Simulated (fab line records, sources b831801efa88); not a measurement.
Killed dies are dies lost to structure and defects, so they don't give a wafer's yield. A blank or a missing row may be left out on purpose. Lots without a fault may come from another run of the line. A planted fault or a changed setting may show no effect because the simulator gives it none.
fab line records | flow gf180mcu
record lots=14 wafers=42 last_day=34
route steps=602 shown VT_IMPLANT@120 HV_LDD@184 PSD@255 SALICIDE@282
lots that met no fault: from a run of the same line without faults
start_h: hours from the record's first day to the start of the lot's first wafer shown | wait_h: hours since the lot's step before | " the same as in the row above | L1.1+2: a row that stands for several wafers | - no value, or no start given | * or withheld: withheld | < > ~ a bound
route shown NAME@n: a module of which the file shows steps, and the number in the route of the first | usual: mean/standard deviation of fault-free wafers | same: alike in all rows | chamber/n: place in a boat | sites: the reading at each site | _std_site: their standard deviation | _edge_site: outer sites' mean less inner sites' | radius_mm: how far each site lies from the wafer's centre | mask NAME#n: copy n | behind: the tool/chamber that last shaped the wafer | hold: why the lot was held/for how many hours/how that ended | device: the transistor (n, p or np) that didn't switch | end of line: the same wafers' tests at the end of the route | a step without rows: its recipe alone | killed: dies lost to structure and defects at the first sort, not the wafer's yield | map: a wafer's dies, x killed, . not, _ none there
set.NAME: the setting as run; set.NAME@STEP: as run at that earlier step | model.NAME: the simulator's own value behind a step, which no gauge read
steps of the route over a sample of lots; a table a step, a row a wafer
services: from which hour (start_h, from the record's first day; less than 0 if before it) a tool's chamber was out of use, for how many hours, and why
## steps
# step GF_VT_IMPLANT_IMPLANT_30
# recipe species=B energy_kev=25 dose_cm2=2.534e+12 tilt_deg=7
# usual beam_energy_keV=25.001/0.0069 dose_ions_cm2=2.534e+12/3.2e+09 faraday_current_uA=14.27/0.26
# columns lot.wafer tool chamber start_h wait_h beam_energy_keV dose_ions_cm2 faraday_current_uA
L672.1 implanter-04 0 162.42 0.0 25.002 2.535e+12 14.51
L672.2 " 0 " " 25.007 2.535e+12 14.33
L672.6 " 0 " " 24.997 2.539e+12 14.50
L673.2 implanter-01 0 167.48 0.0 25.005 2.535e+12 14.69
L673.4 " 0 " " 24.996 2.537e+12 14.38
L673.6 " 0 " " 25.006 2.537e+12 14.48
L674.1 implanter-01 0 173.20 0.0 25.002 2.526e+12 13.95
L674.5 " 0 " " 25.005 2.531e+12 14.04
L674.6 " 0 " " 25.008 2.532e+12 14.18
L675.3 implanter-02 0 177.50 0.1 25.010 2.537e+12 13.73
L675.4 " 0 " " 25.018 2.534e+12 14.17
L675.6 " 0 " " 25.007 2.536e+12 14.28
L677.3 implanter-04 0 195.50 0.1 25.000 2.533e+12 14.38
L677.5 " 0 " " 25.002 2.53e+12 13.75
L677.6 " 0 " " 24.997 2.533e+12 14.27
L678.1 implanter-02 0 195.92 0.0 24.999 2.532e+12 14.15
L678.3 " 0 " " 25.001 2.537e+12 14.77
L678.5 " 0 " " 24.999 2.535e+12 14.21
L679.1 implanter-02 0 202.97 0.0 25.009 2.533e+12 14.19
L679.3 " 0 " " 25.008 2.534e+12 14.29
L679.4 " 0 " " 25.008 2.535e+12 14.00
L685.2 implanter-04 0 250.39 0.0 24.993 1.833e+12 10.39
L685.3 " 0 " " 25.003 1.828e+12 10.28
L685.4 " 0 " " 25.005 1.828e+12 10.34
L686.2 implanter-04 0 255.58 0.0 24.998 1.834e+12 10.43
L686.3 " 0 " " 25.003 1.833e+12 10.31
L686.5 " 0 " " 24.999 1.834e+12 10.32
L687.2 implanter-04 0 265.09 0.0 24.999 1.836e+12 10.39
L687.4 " 0 " " 24.998 1.836e+12 10.02
L687.6 " 0 " " 24.999 1.835e+12 10.59
L688.1 implanter-01 0 268.17 0.0 25.003 2.536e+12 14.57
L688.2 " 0 " " 25.004 2.538e+12 14.55
L688.4 " 0 " " 24.991 2.537e+12 14.78
L689.1 implanter-02 0 276.12 0.0 24.997 2.534e+12 14.89
L689.3 " 0 " " 25.006 2.538e+12 13.98
L689.5 " 0 " " 24.989 2.532e+12 13.78
L690.1 implanter-01 0 280.87 0.0 24.999 2.534e+12 13.65
L690.3 " 0 " " 25.000 2.535e+12 14.26
L690.6 " 0 " " 25.006 2.538e+12 14.29
L691.1 implanter-01 0 283.27 0.0 24.993 2.534e+12 14.28
L691.2 " 0 " " 25.001 2.535e+12 14.23
L691.5 " 0 " " 25.000 2.534e+12 13.80
# step GF_VT_IMPLANT_TW_MEAS_32
# usual VT_IMPLANT_3_TW=270.6/2.5
# columns lot.wafer tool chamber start_h wait_h VT_IMPLANT_3_TW
L672.1 film_metro-04 - 162.67 0.1 268.6
L672.2 " - " " 270.9
L672.6 " - " " 269.8
L673.2 film_metro-04 - 167.71 0.1 267.9
L673.4 " - " " 269.5
L673.6 " - " " 268.7
L674.1 film_metro-03 - 173.45 0.1 270.0
L674.5 " - " " 269.8
L674.6 " - " " 268.9
L675.3 film_metro-01 - 177.72 0.1 273.6
L675.4 " - " " 272.8
L675.6 " - " " 272.8
L677.3 film_metro-03 - 195.72 0.1 267.8
L677.5 " - " " 267.4
L677.6 " - " " 267.4
L678.1 film_metro-01 - 196.17 0.1 272.8
L678.3 " - " " 272.2
L678.5 " - " " 272.0
L679.1 film_metro-01 - 203.22 0.1 273.5
L679.3 " - " " 274.1
L679.4 " - " " 273.3
L685.2 film_metro-03 - 250.63 0.1 247.3
L685.3 " - " " 247.8
L685.4 " - " " 248.5
L686.2 film_metro-04 - 255.81 0.1 243.6
L686.3 " - " " 243.2
L686.5 " - " " 243.7
L687.2 film_metro-03 - 265.33 0.1 243.6
L687.4 " - " " 244.1
L687.6 " - " " 245.0
L688.1 film_metro-01 - 268.42 0.1 272.1
L688.2 " - " " 271.4
L688.4 " - " " 272.4
L689.1 film_metro-01 - 276.37 0.1 272.4
L689.3 " - " " 272.8
L689.5 " - " " 271.6
L690.1 film_metro-04 - 281.12 0.1 269.1
L690.3 " - " " 268.1
L690.6 " - " " 268.6
L691.1 film_metro-01 - 283.52 0.1 272.5
L691.2 " - " " 272.1
L691.5 " - " " 270.4
# step GF_HV_LDD_OVL_MEAS_08
# usual HV_LDD_OVL=-0.7/1.1
# columns lot.wafer tool chamber start_h wait_h HV_LDD_OVL[nm]
L672.1 overlay-02 - 239.70 0.1 -0.6
L672.2 " - " " -0.7
L672.6 " - " " 0.8
L673.2 overlay-02 - 246.15 0.1 0.3
L673.4 " - " " 0.5
L673.6 " - " " -0.6
L674.1 overlay-02 - 254.09 0.1 -1.4
L674.5 " - " " -1.1
L674.6 " - " " 0.8
L675.3 overlay-01 - 258.50 0.1 -0.8
L675.4 " - " " -1.5
L675.6 " - " " -0.9
L677.3 overlay-01 - 279.20 0.1 0.4
L677.5 " - " " -2.2
L677.6 " - " " -0.9
L678.1 overlay-01 - 279.49 0.1 -1.1
L678.3 " - " " -1.5
L678.5 " - " " -0.9
L679.1 overlay-01 - 286.44 0.1 0.4
L679.3 " - " " 0.0
L679.4 " - " " -0.6
L685.2 overlay-02 - 338.49 0.1 0.3
L685.3 " - " " -0.7
L685.4 " - " " -0.1
L686.2 overlay-02 - 346.45 0.1 -1.7
L686.3 " - " " -2.7
L686.5 " - " " -1.0
L687.2 overlay-01 - 355.84 0.1 0.0
L687.4 " - " " -1.0
L687.6 " - " " -1.1
L688.1 overlay-01 - 359.20 0.1 -0.5
L688.2 " - " " -0.1
L688.4 " - " " -1.8
L689.1 overlay-01 - 366.49 0.1 -0.8
L689.3 " - " " 0.1
L689.5 " - " " 0.2
L690.1 overlay-02 - 372.54 0.1 -1.7
L690.3 " - " " -0.6
L690.6 " - " " 0.0
L691.1 overlay-02 - 376.58 0.1 -2.2
L691.2 " - " " -2.9
L691.5 " - " " -1.9
# step GF_PSD_CD_MEAS_07
# recipe target_cd_nm=400
# usual cd_nm=399.7/2.3
# columns lot.wafer tool chamber start_h wait_h cd_nm
L672.1 cd_sem-02 - 344.71 0.1 398.0
L672.2 " - " " 397.7
L672.6 " - " " 398.0
L673.2 cd_sem-01 - 352.14 0.2 394.6
L673.4 " - " " 397.8
L673.6 " - " " 395.0
L674.1 cd_sem-02 - 361.46 0.1 401.9
L674.5 " - " " 401.3
L674.6 " - " " 400.6
L675.3 cd_sem-01 - 366.03 0.1 397.6
L675.4 " - " " 398.2
L675.6 " - " " 397.0
L677.3 cd_sem-02 - 389.96 0.1 400.4
L677.5 " - " " 400.1
L677.6 " - " " 399.4
L678.1 cd_sem-01 - 390.57 0.1 402.6
L678.3 " - " " 402.9
L678.5 " - " " 403.5
L679.1 cd_sem-02 - 399.67 0.1 406.1
L679.3 " - " " 403.8
L679.4 " - " " 402.3
L685.2 cd_sem-02 - 458.78 0.1 399.5
L685.3 " - " " 400.0
L685.4 " - " " 400.3
L686.2 cd_sem-02 - 468.20 0.1 394.6
L686.3 " - " " 394.8
L686.5 " - " " 396.1
L687.2 cd_sem-02 - 478.85 0.1 399.9
L687.4 " - " " 399.9
L687.6 " - " " 401.7
L688.1 cd_sem-02 - 481.13 0.1 395.2
L688.2 " - " " 398.8
L688.4 " - " " 398.3
L689.1 cd_sem-02 - 489.26 0.1 399.8
L689.3 " - " " 399.0
L689.5 " - " " 401.2
L690.1 cd_sem-01 - 495.98 0.1 398.7
L690.3 " - " " 399.3
L690.6 " - " " 402.6
L691.1 cd_sem-02 - 501.28 0.1 398.0
L691.2 " - " " 399.0
L691.5 " - " " 399.2
# step GF_SALICIDE_RS_MEAS_04
# recipe thk_meas_gauge=four-point-probe reads=TiN_of_SALICIDE_SPUTTER_03+Co_of_SALICIDE_SPUTTER_02
# usual SALICIDE_TIN_RS=16.39/0.28
# columns lot.wafer tool chamber start_h wait_h SALICIDE_TIN_RS[ohm/sq]
L672.1 film_metro-04 - 367.87 0.0 16.58
L672.2 " - " " 16.51
L672.6 " - " " 16.55
L673.2 film_metro-04 - 375.30 0.0 16.70
L673.4 " - " " 16.63
L673.6 " - " " 15.85
L674.1 film_metro-02 - 385.08 0.0 16.44
L674.5 " - " " 16.43
L674.6 " - " " 16.65
L675.3 film_metro-02 - 390.22 0.1 16.26
L675.4 " - " " 16.01
L675.6 " - " " 16.47
L677.3 film_metro-01 - 414.62 0.1 16.45
L677.5 " - " " 16.38
L677.6 " - " " 16.08
L678.1 film_metro-01 - 415.37 0.0 16.05
L678.3 " - " " 15.89
L678.5 " - " " 16.16
L679.1 film_metro-01 - 424.59 0.0 16.01
L679.3 " - " " 16.49
L679.4 " - " " 16.53
L685.2 film_metro-04 - 483.86 0.0 15.97
L685.3 " - " " 15.78
L685.4 " - " " 15.79
L686.2 film_metro-02 - 493.16 0.0 16.60
L686.3 " - " " 16.99
L686.5 " - " " 16.49
L687.2 film_metro-04 - 503.84 0.0 16.71
L687.4 " - " " 16.15
L687.6 " - " " 16.56
L688.1 film_metro-01 - 505.36 0.0 16.57
L688.2 " - " " 16.62
L688.4 " - " " 16.15
L689.1 film_metro-02 - 514.32 0.0 16.64
L689.3 " - " " 16.43
L689.5 " - " " 16.84
L690.1 film_metro-01 - 520.82 0.0 16.03
L690.3 " - " " 16.42
L690.6 " - " " 16.55
L691.1 film_metro-04 - 525.48 0.0 16.13
L691.2 " - " " 16.20
L691.5 " - " " 16.34
## services
# columns tool chamber start_h hours kind
implanter-01 - 153.30 2.8 repair
implanter-01 - 180.96 3.4 repair
implanter-01 - 191.05 1.9 repair
implanter-01 - 232.40 3.9 pm
implanter-02 - 249.30 0.9 repair
## key
first_sign step=GF_VT_IMPLANT_IMPLANT_30 reading=dose_ions_cm2 direction=down sigmas=99+ usual=2.534e+12 struck=1.833e+12
effect step=GF_VT_IMPLANT_IMPLANT_30 reading=faraday_current_uA direction=down sigmas=15 usual=14.27 struck=10.34
effect step=GF_VT_IMPLANT_TW_MEAS_32 reading=VT_IMPLANT_3_TW direction=down sigmas=10 usual=270.6 struck=245.2
met_at GF_VT_IMPLANT_IMPLANT_30
struck_lots L685,L686,L687
tester_left_out L685,L686,L687
not_acting_at GF_HV_LDD_OVL_MEAS_08,GF_PSD_CD_MEAS_07,GF_SALICIDE_RS_MEAS_04
onset_between 195.50 250.39
fault kind=process_parameter_drift tool=implanter-04 chamber=- onset_h=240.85 steps=GF_VT_IMPLANT_IMPLANT_30 channel=dose_cm2 offset=-6.9909e+11 shape=step end_h=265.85 acts_in=these_recipes_only stated=2.534e+12
# tester_left_out: of these lots the tester's yield and bins aren't shown, on N5 and GAA mostly nor the transistor test; their killed dies are dies lost to structure and defects alone, not to doping, threshold or leakage, so they don't give the yield
